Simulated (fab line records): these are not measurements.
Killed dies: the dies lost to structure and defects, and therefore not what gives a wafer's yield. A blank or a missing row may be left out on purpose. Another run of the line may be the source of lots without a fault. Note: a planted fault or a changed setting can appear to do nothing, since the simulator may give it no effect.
A single fault, viewed from 2 desks ; flow sky130 ; each desk has only its own numbers; what lay behind them comes last

== FOR THE TOOL OWNER'S DESK: pvdSputter-03 ==
The tool's own readings at SKY_METAL3_SPUTTER_00 (material Ti, target thk 15 nm, time 10 s): means of the sampled wafers that have a number, for each lot that ran on this tool. A lot is out of limits, marked OUT, if its mean lies more than 4 standard deviations from the usual mean; the brackets give that distance.
Columns: A = cathodeDcPowerW at SKY_METAL3_SPUTTER_00, usual 3000.0 W; B = chamberPressurePa at SKY_METAL3_SPUTTER_00, usual 0.4001 Pa; C = throttleValvePct at SKY_METAL3_SPUTTER_00, usual 29.2 %
lot;first seen here;A;B;C
L926;day 41 07:31;3000.1;0.4008;29.9
L927;day 41 08:36;3000.1;0.3998;29.4
L933;day 43 02:32;3000.2;0.3997;29.5
This desk's verdict: no lot among the 3 shows anything out of limits.

== FROM THE METROLOGY DESK ==
What the gauges read for every lot (on any tool): the sampled wafers with a number, averaged. A lot is out of limits, marked OUT, if its mean lies more than 4 standard deviations from the usual mean; the brackets give that distance.
Columns: A = METAL1_OVL at SKY_METAL1_OVL_MEAS_16, usual 2 nm; B = cdNm at SKY_METAL3_CD_MEAS_13, usual 299.6 nm
lot;first seen here;A;B
L910;day 32 10:07;5;301.2
L912;day 33 04:01;5;301.0
L915;day 35 06:41;2;297.2
L914;day 35 10:17;3;298.1
L918;day 36 00:56;1;300.8
L920;day 36 06:25;2;300.3
L926;day 37 22:58;3;299.2
L927;day 38 00:54;5;297.6
L929;day 38 15:16;1;300.0
L930;day 39 05:40;-11;303.6
L931;day 39 10:26;7;301.1
L932;day 39 14:54;2;301.2
L933;day 39 20:59;1;299.0
This desk's verdict: no lot among the 13 shows anything out of limits.

== PUT TOGETHER ==
The tool owner's desk saw nothing out of limits.
From the metrology desk's view, nothing was out of limits.

== WHAT THE SIMULATOR HAD PUT IN ==
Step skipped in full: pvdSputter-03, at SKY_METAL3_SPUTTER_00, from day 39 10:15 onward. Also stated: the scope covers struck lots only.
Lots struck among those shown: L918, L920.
